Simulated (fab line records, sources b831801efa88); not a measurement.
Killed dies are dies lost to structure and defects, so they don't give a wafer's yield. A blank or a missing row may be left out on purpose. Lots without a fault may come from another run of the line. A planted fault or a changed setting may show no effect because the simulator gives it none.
Chamber matching | flow gf180mcu | GF_V5_CMP_04 on cmp-02: 4 sister chambers
The step polishes SiO2. 8 wafers are shown with their chamber, then 7 later ones without.

WAFERS WITH THEIR CHAMBER
wafer  | chamber | motor_current_A (A)
L118.1 | 1       | 13.7
L118.2 | 2       | 15.0
L118.6 | 3       | 12.6
L120.6 | 1       | 13.1
L125.1 | 0       | 14.8
L125.4 | 3       | 12.6
L133.1 | 2       | 14.8
L133.4 | 0       | 14.1

WAFERS WITHOUT THEIR CHAMBER
wafer  | motor_current_A (A)
L133.6 | 13.9
L134.1 | 13.1
L134.4 | 14.0
L134.5 | 12.3
L136.3 | 13.8
L136.4 | 13.6
L136.5 | 13.2

WHICH CHAMBER EACH WENT THROUGH
wafer  | from the rows above          | in truth
L133.6 | can't be placed: 1 or 0 or 2 | 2
L134.1 | can't be placed: 1 or 3      | 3
L134.4 | can't be placed: 0 or 1 or 2 | 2
L134.5 | 3                            | 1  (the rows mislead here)
L136.3 | can't be placed: 1 or 0      | 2
L136.4 | can't be placed: 1 or 0      | 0
L136.5 | can't be placed: 1 or 3      | 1
Placed correctly: 0 of 7. Can't be placed from these rows: 6 (the true chamber is among the candidates in 5). Placed wrongly: 1.
How it was worked out, from the rows above alone: a wafer's distance from a chamber is the root of the sum, over the readings, of the square of ((its reading less the chamber's mean) divided by the reading's scatter). The wafer belongs to the nearest chamber; if the next one is less than 2 further off, it can't be placed. A chamber's mean is the mean of its shown wafers. The scatter: the root of (the sum of the squares of (reading less its chamber's mean) over the shown wafers, divided by (wafers less chambers)).
